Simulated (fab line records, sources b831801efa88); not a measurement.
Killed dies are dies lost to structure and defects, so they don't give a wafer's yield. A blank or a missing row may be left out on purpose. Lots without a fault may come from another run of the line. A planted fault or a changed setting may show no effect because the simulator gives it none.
A struck lot beside a sound one | flow sfq_line | 21 steps out of a route of 325
Sound: wafers L737.2, L737.5, L737.6. Struck: wafers L749.2, L749.5, L749.6. The cause comes at the end.
At each step with rows: each side's tool, then ch and its chambers, then its first start. Under that, the readings that differ: sound wafers | struck wafers | difference of the means | sigmas: that difference in standard deviations of wafers without a fault.
alike: readings whose means differ by less than 2 such deviations, and words and numbers that are the same on both sides. not compared: withheld readings, readings that some wafer has no value for, bounds like >300 that may hide the same value, and numbers for which the record gives no deviation and whose values overlap.
The two part at a step that has a row with sigmas, a row that says differs or no value, or rows on one side only. Numbers that don't overlap but have no deviation are shown without sigmas and don't part them. A reading that every wafer of one side lacks parts them only if that side has two wafers or more.

first, 7 steps without rows for these wafers: SFQ_TRILAYER_L0_LITHO_COAT_010 (resist thk 62 nm); SFQ_TRILAYER_L0_LITHO_COAT_005 (resist thk 600 nm); SFQ_TRILAYER_L0_LITHO_SOFTBAKE_009; SFQ_TRILAYER_L0_LITHO_EXPOSE_006 (exposes mask L0, target cd 2000 nm); SFQ_TRILAYER_L0_LITHO_PEB_008 (peb time 60 s); SFQ_TRILAYER_L0_LITHO_DEVELOP_007 (time 60 s); SFQ_TRILAYER_L0_BARC_OPEN_METAL_ETCH_010 (etches BARC in O2, target depth 125 nm, time 41.7 s).
SFQ_TRILAYER_L0_ETCH_METAL_ETCH_008: etches MoNx KI in SF6/O2, stops on SiO2, target depth 50 nm, time 25 s.
  sound on rie_metal-01 ch 0,1, day 3 13:23; struck on rie_metal-03 ch 0,1, day 6 12:52
  alike: chamber_pressure_mTorr, drypump_motor_current_A, oes_product_au
  not compared: rf_hours_counter_h
SFQ_TRILAYER_L0_STRIP_STRIP_009: strips in O2.
  sound on rie_metal-01 ch 0,1, day 3 13:26; struck on rie_metal-03 ch 0,1, day 6 12:54
  alike: chamber_pressure_mTorr, drypump_motor_current_A, oes_product_au
  not compared: rf_hours_counter_h
then, 1 step without rows for these wafers: SFQ_TRILAYER_L0_STRIP_SOLV_CLEAN_010 (cleans in NMP, time 600 s).
SFQ_TRILAYER_L0_CAP_PECVD_011: deposits SiO2 from SiH4/N2O, time 13.333 s, target thk 60 nm.
  sound on pecvd-04 ch 0,2, day 3 14:12; struck on pecvd-03 ch 1,2, day 6 13:41
  alike: heater_power_outer_w, heater_power_w, showerhead_vpp_V, susceptor_temp_C, throttle_valve_pct
then, 1 step without rows for these wafers: SFQ_TRILAYER_L0_VIA_LITHO_COAT_018 (resist thk 62 nm).
SFQ_TRILAYER_L0_VIA_LITHO_COAT_013: resist thk 650 nm.
  sound on litho_track-01 ch 0, day 3 14:35; struck on litho_track-01 ch 0, day 6 14:03
  reading                                                 | sound           | struck            | difference | sigmas
  model.KrF_of_TRILAYER_L0_VIA_LITHO_COAT_013.thk_nm (nm) | 649 648.4 651.7 | 659.7 658.6 658.6 | +9.3       |
then, 4 steps without rows for these wafers: SFQ_TRILAYER_L0_VIA_LITHO_SOFTBAKE_017; SFQ_TRILAYER_L0_VIA_LITHO_EXPOSE_014 (exposes mask L0V, target cd 700 nm); SFQ_TRILAYER_L0_VIA_LITHO_PEB_016 (peb time 60 s); SFQ_TRILAYER_L0_VIA_LITHO_DEVELOP_015 (time 60 s).
SFQ_L0V_OVL_MEAS_903:
  sound on overlay-02, day 5 04:38; struck on overlay-02, day 8 01:47
  alike: L0V_OVL
SFQ_TRILAYER_L0_VIA_BARC_OPEN_VIA_ETCH_021: etches BARC in O2, target depth 125 nm, time 41.7 s.
  sound on rie_diel-01 ch 0,1,2, day 5 04:40; struck on rie_diel-03 ch 1,2, day 8 01:49
  alike: chamber_pressure_mTorr, drypump_motor_current_A, oes_product_au
  not compared: rf_hours_counter_h
SFQ_TRILAYER_L0_VIA_ETCH_VIA_ETCH_016: etches SiO2 in CHF3, stops on MoNx KI, target depth 80 nm.
  sound on rie_diel-01 ch 0,1,2, day 5 04:42; struck on rie_diel-03 ch 1,2, day 8 01:51
  reading                                                 | sound           | struck            | difference | sigmas
  model.KrF_of_TRILAYER_L0_VIA_LITHO_COAT_013.thk_nm (nm) | 560.4 558.9 561 | 572.9 568.4 571.7 | +10.9      |
  alike: chamber_pressure_mTorr, drypump_motor_current_A, oes_product_au
SFQ_TRILAYER_L0_VIA_STRIP_STRIP_017: strips in O2.
  sound on rie_metal-03 ch 0,1, day 5 04:45; struck on rie_metal-01 ch 0,1, day 8 01:54
  alike: chamber_pressure_mTorr, drypump_motor_current_A, oes_product_au
  not compared: rf_hours_counter_h

WHERE THEY PART
Nowhere in this record.

WHY: what the simulator had put in
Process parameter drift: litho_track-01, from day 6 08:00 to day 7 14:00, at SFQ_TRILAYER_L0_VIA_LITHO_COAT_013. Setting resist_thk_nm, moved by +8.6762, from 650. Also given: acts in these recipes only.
